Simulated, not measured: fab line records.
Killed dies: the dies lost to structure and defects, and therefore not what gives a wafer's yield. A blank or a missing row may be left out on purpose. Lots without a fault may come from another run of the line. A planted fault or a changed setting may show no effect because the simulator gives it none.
fab line records | flow sky130
record lots=15 | wafers=45 | lastDay=50
route steps=708 shown METAL2@498 VIA2@519 CAPM@539
lots that met no fault: taken from a fault-free run of the same line
startH: the number of hours between the record's first day and the start of the first shown wafer of the lot | waitH: hours since the lot's step before | " identical to the entry in the row above | L1.1+2: a row that stands for several wafers | - either no value or no given start | * or withheld: withheld | < > ~ a bound
route shown NAME@n: NAME is a module with steps in the file, n the number in the route of the first one | usual: the fault-free wafers' mean and standard deviation | same: alike in all rows | chamber/n: place in a boat | sites: each site's reading | _std_site: standard deviation across them | _edge_site: inner sites' mean taken away from outer sites' mean | radiusMm: for every site, how far away it sits from the centre of the wafer | mask NAME#n: copy n | behind: the most recent tool/chamber to have shaped the wafer | hold: reason for holding the lot/hours on hold/outcome of the hold | device: names the non-switching transistor (n, p or np) | end of line: the route-end tests of the same wafers | where a step has no rows: the recipe by itself | killed: not the wafer's yield, but the dies lost to structure and defects at the first sort | map: the dies of a wafer, with x for killed, . for not killed, _ for no die there
set.NAME: setting as actually run; set.NAME@STEP: the setting as run at that earlier step | model.NAME: the simulator's own value behind a step, which no gauge read
the route's steps for a sample of lots (tables are steps, rows are wafers)
services: when a tool's chamber went out of use (startH, in hours from the record's first day, below 0 if earlier), for how many hours, and the reason
## steps
# step SKY_METAL2_CD_MEAS_15
# recipe targetCdNm=140
# usual cdNm=139.5/1.3
lot.wafer | tool     | chamber | startH | waitH | cdNm
L420.1    | cdSem-01 | -       | 813.66 | -     | 139.7
L420.5    | "        | -       | "      | "     | 139.7
L420.6    | "        | -       | "      | "     | 139.1
L421.3    | cdSem-01 | -       | 818.01 | -     | 140.4
L421.4    | "        | -       | "      | "     | 139.5
L421.5    | "        | -       | "      | "     | 139.8
L423.2    | cdSem-02 | -       | 838.24 | -     | 139.3
L423.5    | "        | -       | "      | "     | 141.2
L423.6    | "        | -       | "      | "     | 141.2
L424.3    | cdSem-01 | -       | 856.50 | -     | 138.2
L424.4    | "        | -       | "      | "     | 138.4
L424.6    | "        | -       | "      | "     | 138.0
L428.3    | cdSem-02 | -       | 881.21 | -     | 138.8
L428.4    | "        | -       | "      | "     | 139.6
L428.5    | "        | -       | "      | "     | 140.1
L427.4    | cdSem-02 | -       | 882.47 | -     | 140.9
L427.5    | "        | -       | "      | "     | 140.1
L427.6    | "        | -       | "      | "     | 140.3
L430.1    | cdSem-02 | -       | 890.52 | -     | 138.4
L430.5    | "        | -       | "      | "     | 137.4
L430.6    | "        | -       | "      | "     | 138.1
L429.2    | cdSem-01 | -       | 892.09 | -     | 138.0
L429.4    | "        | -       | "      | "     | 137.1
L429.5    | "        | -       | "      | "     | 135.7
L431.2    | cdSem-02 | -       | 899.24 | -     | 140.1
L431.3    | "        | -       | "      | "     | 140.2
L431.6    | "        | -       | "      | "     | 141.3
L435.1    | cdSem-02 | -       | 941.36 | -     | 141.4
L435.3    | "        | -       | "      | "     | 140.4
L435.5    | "        | -       | "      | "     | 140.2
L439.2    | cdSem-02 | -       | 957.19 | -     | 139.9
L439.3    | "        | -       | "      | "     | 141.4
L439.4    | "        | -       | "      | "     | 140.0
L440.3    | cdSem-02 | -       | 966.15 | -     | 137.4
L440.4    | "        | -       | "      | "     | 138.5
L440.5    | "        | -       | "      | "     | 138.0
L441.2    | cdSem-02 | -       | 969.94 | -     | 141.2
L441.4    | "        | -       | "      | "     | 140.9
L441.6    | "        | -       | "      | "     | 140.9
L442.1    | cdSem-01 | -       | 987.82 | -     | 139.1
L442.4    | "        | -       | "      | "     | 139.3
L442.6    | "        | -       | "      | "     | 138.6
L443.1    | cdSem-02 | -       | 990.46 | -     | 138.9
L443.2    | "        | -       | "      | "     | 138.7
L443.4    | "        | -       | "      | "     | 137.8
# step SKY_VIA2_CD_MEAS_12
# recipe targetCdNm=200
# usual cdNm=200.0/1.2
lot.wafer | tool     | chamber | startH  | waitH | cdNm
L420.1    | cdSem-02 | -       | 841.31  | -     | 199.7
L420.5    | "        | -       | "       | "     | 199.8
L420.6    | "        | -       | "       | "     | 197.5
L421.3    | cdSem-01 | -       | 845.36  | -     | 201.4
L421.4    | "        | -       | "       | "     | 201.5
L421.5    | "        | -       | "       | "     | 200.6
L423.2    | cdSem-01 | -       | 865.89  | -     | 202.3
L423.5    | "        | -       | "       | "     | 201.7
L423.6    | "        | -       | "       | "     | 202.6
L424.3    | cdSem-01 | -       | 883.10  | -     | 200.0
L424.4    | "        | -       | "       | "     | 199.5
L424.6    | "        | -       | "       | "     | 199.6
L428.3    | cdSem-01 | -       | 908.15  | -     | 199.4
L428.4    | "        | -       | "       | "     | 201.2
L428.5    | "        | -       | "       | "     | 202.0
L427.4    | cdSem-01 | -       | 909.32  | -     | 198.5
L427.5    | "        | -       | "       | "     | 199.8
L427.6    | "        | -       | "       | "     | 199.1
L430.1    | cdSem-02 | -       | 917.46  | -     | 197.8
L430.5    | "        | -       | "       | "     | 198.2
L430.6    | "        | -       | "       | "     | 198.5
L429.2    | cdSem-02 | -       | 918.68  | -     | 197.7
L429.4    | "        | -       | "       | "     | 197.4
L429.5    | "        | -       | "       | "     | 198.4
L431.2    | cdSem-02 | -       | 925.38  | -     | 201.5
L431.3    | "        | -       | "       | "     | 200.2
L431.6    | "        | -       | "       | "     | 200.0
L435.1    | cdSem-02 | -       | 967.61  | -     | 200.2
L435.3    | "        | -       | "       | "     | 200.6
L435.5    | "        | -       | "       | "     | 198.9
L439.2    | cdSem-02 | -       | 982.58  | -     | 199.4
L439.3    | "        | -       | "       | "     | 199.9
L439.4    | "        | -       | "       | "     | 199.6
L440.3    | cdSem-02 | -       | 991.60  | -     | 200.3
L440.4    | "        | -       | "       | "     | 200.6
L440.5    | "        | -       | "       | "     | 199.8
L441.2    | cdSem-02 | -       | 994.93  | -     | 200.2
L441.4    | "        | -       | "       | "     | 200.4
L441.6    | "        | -       | "       | "     | 200.2
L442.1    | cdSem-02 | -       | 1012.31 | -     | 199.8
L442.4    | "        | -       | "       | "     | 202.0
L442.6    | "        | -       | "       | "     | 202.2
L443.1    | cdSem-01 | -       | 1015.11 | -     | 201.3
L443.2    | "        | -       | "       | "     | 199.7
L443.4    | "        | -       | "       | "     | 200.6
# step SKY_CAPM_SPUTTER_02
# recipe material=TiN | targetThkNm=200 | tempC=300 | powerW=6500 | timeS=166.7 | chamberPressurePa=0.4
# usual cathodeDcPowerW=6500.0/1.2 | chamberPressurePa=0.4000/0.00084 | throttleValvePct=29.8/0.86
lot.wafer | tool          | chamber | startH  | waitH | cathodeDcPowerW | chamberPressurePa | throttleValvePct
L420.1    | pvdSputter-03 | -       | 843.10  | 0.1   | 6500.1          | 0.4004            | 29.1
L420.5    | "             | -       | "       | "     | 6501.0          | 0.4006            | 30.9
L420.6    | "             | -       | "       | "     | 6503.4          | 0.3996            | 29.1
L421.3    | pvdSputter-01 | -       | 847.09  | 0.0   | 6499.1          | 0.4010            | 28.8
L421.4    | "             | -       | "       | "     | 6499.7          | 0.3989            | 29.5
L421.5    | "             | -       | "       | "     | 6501.5          | 0.3995            | 29.8
L423.2    | pvdSputter-03 | -       | 867.86  | 0.0   | 6498.9          | 0.3997            | 29.2
L423.5    | "             | -       | "       | "     | 6500.7          | 0.4022            | 30.7
L423.6    | "             | -       | "       | "     | 6497.9          | 0.3995            | 31.0
L424.3    | pvdSputter-03 | -       | 884.84  | 0.0   | 6500.5          | 0.4000            | 30.9
L424.4    | "             | -       | "       | "     | 6499.0          | 0.3991            | 30.9
L424.6    | "             | -       | "       | "     | 6499.1          | 0.4007            | 28.6
L428.3    | pvdSputter-04 | -       | 909.91  | 0.0   | 6501.5          | 0.3992            | 30.0
L428.4    | "             | -       | "       | "     | 6500.9          | 0.4000            | 29.4
L428.5    | "             | -       | "       | "     | 6500.4          | 0.4019            | 29.5
L427.4    | pvdSputter-03 | -       | 911.02  | 0.0   | 6500.6          | 0.4014            | 31.0
L427.5    | "             | -       | "       | "     | 6499.2          | 0.4008            | 28.8
L427.6    | "             | -       | "       | "     | 6500.9          | 0.4011            | 31.0
L430.1    | pvdSputter-03 | -       | 919.26  | 0.1   | -               | -                 | -
L430.5    | "             | -       | "       | "     | -               | -                 | -
L430.6    | "             | -       | "       | "     | -               | -                 | -
L429.2    | pvdSputter-03 | -       | 920.50  | 0.0   | -               | -                 | -
L429.4    | "             | -       | "       | "     | -               | -                 | -
L429.5    | "             | -       | "       | "     | -               | -                 | -
L431.2    | pvdSputter-04 | -       | 927.14  | 0.0   | -               | -                 | -
L431.3    | "             | -       | "       | "     | -               | -                 | -
L431.6    | "             | -       | "       | "     | -               | -                 | -
L435.1    | pvdSputter-03 | -       | 969.37  | 0.1   | 6501.5          | 0.3998            | 28.9
L435.3    | "             | -       | "       | "     | 6499.8          | 0.3982            | 28.9
L435.5    | "             | -       | "       | "     | 6502.9          | 0.3993            | 28.5
L439.2    | pvdSputter-04 | -       | 984.33  | 0.0   | 6500.2          | 0.3994            | 29.5
L439.3    | "             | -       | "       | "     | 6499.4          | 0.3998            | 29.7
L439.4    | "             | -       | "       | "     | 6501.8          | 0.4007            | 30.0
L440.3    | pvdSputter-03 | -       | 993.36  | 0.0   | 6500.7          | 0.3985            | 29.3
L440.4    | "             | -       | "       | "     | 6501.0          | 0.3991            | 30.4
L440.5    | "             | -       | "       | "     | 6499.5          | 0.4014            | 31.2
L441.2    | pvdSputter-04 | -       | 996.67  | 0.0   | 6500.0          | 0.3996            | 29.6
L441.4    | "             | -       | "       | "     | 6499.9          | 0.4005            | 29.4
L441.6    | "             | -       | "       | "     | 6499.8          | 0.3996            | 30.7
L442.1    | pvdSputter-03 | -       | 1014.08 | 0.1   | 6499.2          | 0.3997            | 30.8
L442.4    | "             | -       | "       | "     | 6500.3          | 0.4004            | 28.9
L442.6    | "             | -       | "       | "     | 6498.5          | 0.4006            | 28.8
L443.1    | pvdSputter-03 | -       | 1016.89 | 0.1   | 6499.8          | 0.3997            | 28.9
L443.2    | "             | -       | "       | "     | 6501.4          | 0.4002            | 31.3
L443.4    | "             | -       | "       | "     | 6500.1          | 0.3997            | 30.7
# step SKY_CAPM_RS_MEAS_03
# recipe thkMeasGauge=four-point-probe | reads=TiN_of_CAPM_SPUTTER_02
# usual CAPM_TIN_RS=6.91/0.074
lot.wafer | tool         | chamber | startH  | waitH | CAPM_TIN_RS[ohm/sq]
L420.1    | filmMetro-01 | -       | 843.21  | 0.1   | 6.88
L420.5    | "            | -       | "       | "     | 6.98
L420.6    | "            | -       | "       | "     | 6.92
L421.3    | filmMetro-02 | -       | 847.24  | 0.1   | 6.97
L421.4    | "            | -       | "       | "     | 6.83
L421.5    | "            | -       | "       | "     | 6.86
L423.2    | filmMetro-01 | -       | 867.99  | 0.1   | 6.96
L423.5    | "            | -       | "       | "     | 6.99
L423.6    | "            | -       | "       | "     | 7.02
L424.3    | filmMetro-02 | -       | 884.99  | 0.1   | 6.88
L424.4    | "            | -       | "       | "     | 6.89
L424.6    | "            | -       | "       | "     | 6.86
L428.3    | filmMetro-02 | -       | 910.06  | 0.1   | 6.80
L428.4    | "            | -       | "       | "     | 6.90
L428.5    | "            | -       | "       | "     | 6.90
L427.4    | filmMetro-02 | -       | 911.19  | 0.1   | 7.00
L427.5    | "            | -       | "       | "     | 6.90
L427.6    | "            | -       | "       | "     | 6.99
L430.1    | filmMetro-01 | -       | 919.37  | 0.1   | -
L430.5    | "            | -       | "       | "     | -
L430.6    | "            | -       | "       | "     | -
L429.2    | filmMetro-01 | -       | 920.62  | 0.1   | -
L429.4    | "            | -       | "       | "     | -
L429.5    | "            | -       | "       | "     | -
L431.2    | filmMetro-02 | -       | 927.27  | 0.1   | -
L431.3    | "            | -       | "       | "     | -
L431.6    | "            | -       | "       | "     | -
L435.1    | filmMetro-02 | -       | 969.48  | 0.1   | 6.94
L435.3    | "            | -       | "       | "     | 6.93
L435.5    | "            | -       | "       | "     | 7.02
L439.2    | filmMetro-01 | -       | 984.46  | 0.1   | 6.89
L439.3    | "            | -       | "       | "     | 6.86
L439.4    | "            | -       | "       | "     | 6.83
L440.3    | filmMetro-04 | -       | 993.51  | 0.1   | 6.87
L440.4    | "            | -       | "       | "     | 6.84
L440.5    | "            | -       | "       | "     | 6.92
L441.2    | filmMetro-01 | -       | 996.80  | 0.1   | 7.11
L441.4    | "            | -       | "       | "     | 6.91
L441.6    | "            | -       | "       | "     | 6.96
L442.1    | filmMetro-04 | -       | 1014.19 | 0.1   | 6.93
L442.4    | "            | -       | "       | "     | 6.88
L442.6    | "            | -       | "       | "     | 6.86
L443.1    | filmMetro-01 | -       | 1017.00 | 0.1   | 6.85
L443.2    | "            | -       | "       | "     | 6.85
L443.4    | "            | -       | "       | "     | 6.92
# step SKY_CAPM_THK_MEAS_04
# recipe thkMeasGauge=xrf | reads=TiN_of_CAPM_SPUTTER_02
# usual CAPM_TIN_THK=201.6/2.3
lot.wafer | tool         | chamber | startH  | waitH | CAPM_TIN_THK[nm]
L420.1    | filmMetro-01 | -       | 843.33  | 0.1   | 203.4
L420.5    | "            | -       | "       | "     | 200.4
L420.6    | "            | -       | "       | "     | 201.2
L421.3    | filmMetro-02 | -       | 847.34  | 0.1   | 202.2
L421.4    | "            | -       | "       | "     | 206.3
L421.5    | "            | -       | "       | "     | 205.1
L423.2    | filmMetro-01 | -       | 868.10  | 0.1   | 197.8
L423.5    | "            | -       | "       | "     | 197.4
L423.6    | "            | -       | "       | "     | 197.4
L424.3    | filmMetro-02 | -       | 885.09  | 0.1   | 204.0
L424.4    | "            | -       | "       | "     | 203.9
L424.6    | "            | -       | "       | "     | 204.9
L428.3    | filmMetro-02 | -       | 910.16  | 0.1   | 205.8
L428.4    | "            | -       | "       | "     | 202.8
L428.5    | "            | -       | "       | "     | 203.1
L427.4    | filmMetro-02 | -       | 911.28  | 0.1   | 200.4
L427.5    | "            | -       | "       | "     | 203.5
L427.6    | "            | -       | "       | "     | 199.9
L430.1    | filmMetro-01 | -       | 919.49  | 0.1   | <0.0
L430.5    | "            | -       | "       | "     | <0.0
L430.6    | "            | -       | "       | "     | <0.0
L429.2    | filmMetro-01 | -       | 920.73  | 0.1   | <0.0
L429.4    | "            | -       | "       | "     | <0.0
L429.5    | "            | -       | "       | "     | <0.0
L431.2    | filmMetro-02 | -       | 927.38  | 0.1   | <0.0
L431.3    | "            | -       | "       | "     | <0.0
L431.6    | "            | -       | "       | "     | <0.0
L435.1    | filmMetro-02 | -       | 969.60  | 0.1   | 202.9
L435.3    | "            | -       | "       | "     | 203.7
L435.5    | "            | -       | "       | "     | 200.3
L439.2    | filmMetro-01 | -       | 984.57  | 0.1   | 200.1
L439.3    | "            | -       | "       | "     | 201.1
L439.4    | "            | -       | "       | "     | 201.2
L440.3    | filmMetro-04 | -       | 993.61  | 0.1   | 201.2
L440.4    | "            | -       | "       | "     | 201.3
L440.5    | "            | -       | "       | "     | 200.2
L441.2    | filmMetro-01 | -       | 996.91  | 0.1   | 194.5
L441.4    | "            | -       | "       | "     | 200.4
L441.6    | "            | -       | "       | "     | 197.9
L442.1    | filmMetro-04 | -       | 1014.31 | 0.1   | 199.4
L442.4    | "            | -       | "       | "     | 201.1
L442.6    | "            | -       | "       | "     | 202.2
L443.1    | filmMetro-01 | -       | 1017.12 | 0.1   | 202.4
L443.2    | "            | -       | "       | "     | 201.8
L443.4    | "            | -       | "       | "     | 199.5
# step SKY_CAPM_METAL_ETCH_13
# recipe targetDepthNm=220 | stopOn=SiO2 | chemistry=Cl2/BCl3 | target=TiN | pressureMtorr=10 | icpW=900 | biasW=48.5 | Cl2_flow_sccm=60 | bcl3FlowSccm=30 | timeS=62.9
# usual chamberPressureMTorr=10.000/0.0084 | drypumpMotorCurrentA=5.9/0.53 | oesProductAu=0.942/0.0074 | throttleValvePct=21.903/0.01
lot.wafer | tool        | chamber | startH  | waitH | chamberPressureMTorr | drypumpMotorCurrentA | oesProductAu | rfHoursCounterH | throttleValvePct
L420.1    | rieMetal-04 | 1       | 869.11  | 0.0   | 9.995                | 6.1                  | 0.951        | 15              | 21.899
L420.5    | "           | 0       | "       | "     | 10.008               | 5.1                  | 0.932        | -               | 21.891
L420.6    | "           | 1       | "       | "     | 9.999                | 6.1                  | 0.941        | -               | 21.906
L421.3    | rieMetal-04 | 0       | 873.13  | 0.0   | 10.001               | 5.1                  | 0.939        | -               | 21.921
L421.4    | "           | 1       | "       | "     | 10.000               | 6.1                  | 0.943        | -               | 21.891
L421.5    | "           | 1       | "       | "     | 10.008               | 6.1                  | 0.944        | -               | 21.904
L423.2    | rieMetal-03 | 0       | 893.35  | 0.0   | 10.000               | 5.9                  | 0.930        | 5               | 21.897
L423.5    | "           | 0       | "       | "     | 9.998                | 5.9                  | 0.934        | -               | 21.916
L423.6    | "           | 1       | "       | "     | 9.991                | 6.8                  | 0.939        | -               | 21.906
L424.3    | rieMetal-02 | 1       | 910.28  | 0.0   | 10.009               | 6.4                  | 0.951        | -               | 21.909
L424.4    | "           | 0       | "       | "     | 10.014               | 5.8                  | 0.947        | -               | 21.907
L424.6    | "           | 0       | "       | "     | 9.992                | 5.8                  | 0.949        | -               | 21.896
L428.3    | rieMetal-02 | 1       | 935.33  | 0.0   | 10.003               | 6.4                  | 0.946        | -               | 21.900
L428.4    | "           | 0       | "       | "     | 9.992                | 5.8                  | 0.943        | -               | 21.923
L428.5    | "           | 1       | "       | "     | 9.999                | 6.4                  | 0.940        | -               | 21.914
L427.4    | rieMetal-04 | 1       | 936.07  | 0.0   | 9.999                | 6.1                  | 0.943        | -               | 21.911
L427.5    | "           | 1       | "       | "     | 10.006               | 6.2                  | 0.938        | -               | 21.891
L427.6    | "           | 0       | "       | "     | 9.977                | 5.1                  | 0.927        | -               | 21.906
L430.1    | rieMetal-04 | 0       | 943.74  | 0.0   | 9.996                | 5.1                  | 0.377        | 15              | 22.266
L430.5    | "           | 1       | "       | "     | 9.989                | 6.1                  | 0.371        | -               | 22.279
L430.6    | "           | 0       | "       | "     | 9.998                | 5.1                  | 0.370        | -               | 22.262
L429.2    | rieMetal-02 | 1       | 945.35  | 0.0   | 10.006               | 6.4                  | 0.382        | 10              | 22.263
L429.4    | "           | 1       | "       | "     | 9.995                | 6.4                  | 0.375        | -               | 22.260
L429.5    | "           | 0       | "       | "     | 10.006               | 5.8                  | 0.373        | -               | 22.250
L431.2    | rieMetal-02 | 1       | 951.70  | 0.0   | 9.991                | 6.4                  | 0.375        | 11              | 22.272
L431.3    | "           | 0       | "       | "     | 10.003               | 5.8                  | 0.370        | -               | 22.265
L431.6    | "           | 0       | "       | "     | 9.999                | 5.8                  | 0.371        | -               | 22.271
L435.1    | rieMetal-03 | 1       | 992.80  | 0.0   | 10.002               | 6.7                  | 0.941        | 1               | 21.894
L435.3    | "           | 1       | "       | "     | 10.020               | 6.7                  | 0.944        | -               | 21.904
L435.5    | "           | 1       | "       | "     | 9.995                | 6.7                  | 0.933        | -               | 21.905
L439.2    | rieMetal-04 | 1       | 1007.35 | 0.0   | 10.002               | 6.1                  | 0.943        | 5               | 21.888
L439.3    | "           | 1       | "       | "     | 10.009               | 6.1                  | 0.940        | -               | 21.913
L439.4    | "           | 0       | "       | "     | 9.997                | 5.1                  | 0.946        | -               | 21.906
L440.3    | rieMetal-04 | 1       | 1016.28 | 0.0   | 10.013               | 6.1                  | 0.938        | -               | 21.905
L440.4    | "           | 0       | "       | "     | 10.007               | 5.1                  | 0.945        | -               | 21.896
L440.5    | "           | 1       | "       | "     | 10.004               | 6.1                  | 0.944        | -               | 21.896
L441.2    | rieMetal-03 | 0       | 1019.50 | 0.0   | 10.000               | 5.9                  | 0.921        | 13              | 21.916
L441.4    | "           | 0       | "       | "     | 10.011               | 5.9                  | 0.945        | -               | 21.905
L441.6    | "           | 0       | "       | "     | 9.998                | 5.9                  | 0.938        | -               | 21.888
L442.1    | rieMetal-02 | 0       | 1036.31 | 0.0   | 10.004               | 5.8                  | 0.938        | 7               | 21.889
L442.4    | "           | 0       | "       | "     | 9.990                | 5.8                  | 0.948        | -               | 21.904
L442.6    | "           | 1       | "       | "     | 9.990                | 6.4                  | 0.947        | -               | 21.906
L443.1    | rieMetal-03 | 1       | 1040.20 | 0.0   | 10.008               | 6.7                  | 0.951        | 4               | 21.887
L443.2    | "           | 0       | "       | "     | 9.984                | 5.9                  | 0.949        | 14              | 21.883
L443.4    | "           | 1       | "       | "     | 10.002               | 6.8                  | 0.943        | -               | 21.907
# step SKY_CAPM_STRIP_14
# recipe chemistry=O2/N2 | powerW=1400 | pressureMtorr=1500 | platenTempC=withheld | o2FlowSccm=3000 | n2FlowSccm=300 | overashFraction=0.5
# usual chamberPressureMTorr=1500.1/1.3 | drypumpMotorCurrentA=5.6/0.47 | o2FlowSccm=2999/9.9 | oesProductAu=0.711/0.0044 | stripTimeToEndpointS=12.66/0.053
# same overashFraction=0.5
lot.wafer | tool           | chamber | startH  | waitH | chamberPressureMTorr | drypumpMotorCurrentA | o2FlowSccm | oesProductAu | rfHoursCounterH | stripTimeToEndpointS
L420.1    | plasmaAsher-01 | 0       | 869.18  | 0.1   | 1499.6               | 4.7                  | 2997       | 0.710        | 73              | 12.74
L420.5    | "              | 1       | "       | "     | 1500.2               | 6.3                  | 2999       | 0.706        | -               | 12.69
L420.6    | "              | 0       | "       | "     | 1499.6               | 4.7                  | 2999       | 0.720        | -               | 12.71
L421.3    | plasmaAsher-02 | 1       | 873.21  | 0.1   | 1499.7               | 5.7                  | 3003       | 0.717        | -               | 12.70
L421.4    | "              | 0       | "       | "     | 1501.2               | 5.7                  | 2998       | 0.713        | -               | 12.66
L421.5    | "              | 1       | "       | "     | 1500.9               | 5.7                  | 2992       | 0.717        | -               | 12.66
L423.2    | plasmaAsher-03 | 1       | 893.43  | 0.1   | 1499.7               | 6.0                  | 2993       | 0.710        | 15              | 12.66
L423.5    | "              | 1       | "       | "     | 1501.9               | 5.9                  | 2999       | 0.713        | -               | 12.65
L423.6    | "              | 0       | "       | "     | 1500.1               | 4.9                  | 3009       | 0.712        | -               | 12.61
L424.3    | plasmaAsher-03 | 1       | 910.37  | 0.1   | 1498.6               | 6.0                  | 2995       | 0.704        | -               | 12.67
L424.4    | "              | 0       | "       | "     | 1498.9               | 4.9                  | 3002       | 0.711        | -               | 12.68
L424.6    | "              | 0       | "       | "     | 1500.2               | 5.0                  | 2990       | 0.711        | -               | 12.63
L428.3    | plasmaAsher-02 | 1       | 935.42  | 0.1   | 1500.1               | 5.7                  | 3024       | 0.699        | -               | 12.52
L428.4    | "              | 0       | "       | "     | 1502.2               | 5.7                  | 2992       | 0.708        | -               | 12.56
L428.5    | "              | 1       | "       | "     | 1502.6               | 5.7                  | 3005       | 0.700        | -               | 12.58
L427.4    | plasmaAsher-03 | 1       | 936.15  | 0.1   | 1502.4               | 6.0                  | 3015       | 0.708        | -               | 12.69
L427.5    | "              | 0       | "       | "     | 1499.0               | 4.9                  | 2992       | 0.711        | -               | 12.68
L427.6    | "              | 1       | "       | "     | 1499.8               | 6.0                  | 3018       | 0.712        | -               | 12.62
L430.1    | plasmaAsher-01 | 1       | 943.82  | 0.1   | 1500.6               | 6.3                  | 3002       | 0.703        | 82              | 12.64
L430.5    | "              | 0       | "       | "     | 1498.6               | 4.7                  | 3002       | 0.714        | -               | 12.73
L430.6    | "              | 1       | "       | "     | 1500.7               | 6.3                  | 3016       | 0.711        | -               | 12.71
L429.2    | plasmaAsher-03 | 1       | 945.43  | 0.1   | 1498.1               | 6.0                  | 3004       | 0.706        | 20              | 12.62
L429.4    | "              | 0       | "       | "     | 1498.8               | 4.9                  | 2992       | 0.715        | -               | 12.61
L429.5    | "              | 1       | "       | "     | 1501.9               | 6.0                  | 2996       | 0.710        | -               | 12.64
L431.2    | plasmaAsher-02 | 0       | 951.78  | 0.1   | 1497.9               | 5.7                  | 2990       | 0.715        | 51              | 12.55
L431.3    | "              | 0       | "       | "     | 1497.9               | 5.7                  | 2981       | 0.709        | -               | 12.57
L431.6    | "              | 1       | "       | "     | 1501.1               | 5.6                  | 3022       | 0.710        | -               | 12.63
L435.1    | plasmaAsher-02 | 1       | 992.88  | 0.1   | 1501.1               | 5.7                  | 3000       | 0.714        | 56              | 12.62
L435.3    | "              | 1       | "       | "     | 1503.2               | 5.7                  | 2991       | 0.716        | -               | 12.65
L435.5    | "              | 1       | "       | "     | 1497.5               | 5.7                  | 2985       | 0.706        | -               | 12.64
L439.2    | plasmaAsher-01 | 0       | 1007.43 | 0.1   | 1500.5               | 4.7                  | 2993       | 0.714        | 88              | 12.81
L439.3    | "              | 0       | "       | "     | 1500.0               | 4.7                  | 2991       | 0.712        | -               | 12.79
L439.4    | "              | 1       | "       | "     | 1498.8               | 6.3                  | 3006       | 0.714        | -               | 12.77
L440.3    | plasmaAsher-03 | 0       | 1016.36 | 0.1   | 1499.5               | 5.0                  | 2984       | 0.702        | -               | 12.70
L440.4    | "              | 1       | "       | "     | 1501.4               | 6.0                  | 3017       | 0.707        | -               | 12.60
L440.5    | "              | 0       | "       | "     | 1500.7               | 4.9                  | 2991       | 0.707        | -               | 12.71
L441.2    | plasmaAsher-03 | 0       | 1019.58 | 0.1   | 1498.9               | 4.9                  | 3006       | 0.711        | 27              | 12.61
L441.4    | "              | 0       | "       | "     | 1500.0               | 4.9                  | 2996       | 0.714        | -               | 12.61
L441.6    | "              | 1       | "       | "     | 1498.1               | 5.9                  | 3004       | 0.710        | -               | 12.63
L442.1    | plasmaAsher-03 | 1       | 1036.39 | 0.1   | 1501.2               | 6.0                  | 3004       | 0.713        | 29              | 12.64
L442.4    | "              | 0       | "       | "     | 1499.4               | 4.9                  | 2995       | 0.709        | -               | 12.67
L442.6    | "              | 1       | "       | "     | 1499.3               | 6.0                  | 2991       | 0.716        | -               | 12.66
L443.1    | plasmaAsher-02 | 0       | 1040.28 | 0.1   | 1500.2               | 5.7                  | 3011       | 0.709        | 60              | 12.63
L443.2    | "              | 1       | "       | "     | 1500.0               | 5.7                  | 2997       | 0.715        | 60              | 12.60
L443.4    | "              | 1       | "       | "     | 1500.5               | 5.7                  | 3002       | 0.704        | -               | 12.64
## services
tool           | chamber | startH  | hours | kind
pvdSputter-01  | -       | 831.88  | 1.1   | repair
pvdSputter-03  | 3       | 832.63  | -     | consumableReplace:kit
pvdSputter-03  | 3       | 832.63  | 18.0  | scheduledDown
pvdSputter-03  | 3       | 832.63  | 18.0  | ventCycle
pvdSputter-01  | -       | 861.93  | 0.6   | repair
rieMetal-02    | 0       | 863.30  | -     | clean
rieMetal-02    | 0       | 863.30  | 22.1  | scheduledDown
rieMetal-02    | 0       | 863.30  | 22.1  | ventCycle
pvdSputter-04  | 0       | 873.57  | -     | consumableReplace:kit
pvdSputter-04  | 0       | 873.57  | 18.0  | scheduledDown
pvdSputter-04  | 0       | 873.57  | 18.0  | ventCycle
rieMetal-02    | 0       | 885.90  | 15.6  | repair
pvdSputter-04  | -       | 887.68  | 1.5   | repair
rieMetal-04    | 1       | 890.54  | -     | clean
rieMetal-04    | 1       | 890.54  | 16.0  | scheduledDown
rieMetal-04    | 1       | 890.54  | 16.0  | ventCycle
pvdSputter-01  | -       | 895.57  | 10.5  | repair
rieMetal-03    | -       | 910.90  | 0.3   | repair
rieMetal-03    | 1       | 988.77  | 2.8   | repair
pvdSputter-04  | -       | 988.89  | 3.6   | repair
rieMetal-02    | 1       | 1005.55 | 6.0   | repair
rieMetal-03    | -       | 1007.54 | 1.5   | repair
pvdSputter-01  | -       | 1021.68 | 1.0   | repair
plasmaAsher-02 | -       | 1029.89 | 1.2   | repair
## key
firstSign step=SKY_CAPM_SPUTTER_02 | reading=toolRecord | direction=missing
effect step=SKY_CAPM_RS_MEAS_03 | reading=CAPM_TIN_RS | direction=missing
effect step=SKY_CAPM_THK_MEAS_04 | reading=CAPM_TIN_THK | direction=down | sigmas=89 | usual=201.6 | struck=<0.0
effect step=SKY_CAPM_METAL_ETCH_13 | reading=oesProductAu | direction=down | sigmas=77 | usual=0.942 | struck=0.374
metAt SKY_CAPM_SPUTTER_02
struckLots L429,L430,L431
laterRowsLeftOut L429.2,L429.4,L429.5,L430.1,L430.5,L430.6,L431.2,L431.3,L431.6
sortLeftOut L429.2,L429.4,L429.5,L430.1,L430.5,L430.6,L431.2,L431.3,L431.6
notActingAt SKY_METAL2_CD_MEAS_15,SKY_VIA2_CD_MEAS_12,SKY_CAPM_STRIP_14
onsetBetween 911.02 919.26
fault kind=skippedStepWhole | tool=pvdSputter-03,pvdSputter-04 | chamber=- | onsetH=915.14 | steps=SKY_CAPM_SPUTTER_02 | scope=struckLotsOnly
# sortLeftOut: the simulated sort isn't trusted on such a fault, so these wafers' sort isn't shown, and their yield isn't known
# laterRowsLeftOut: the simulator's readings of these wafers behind a module that went badly wrong aren't trusted and aren't shown, but for the sort
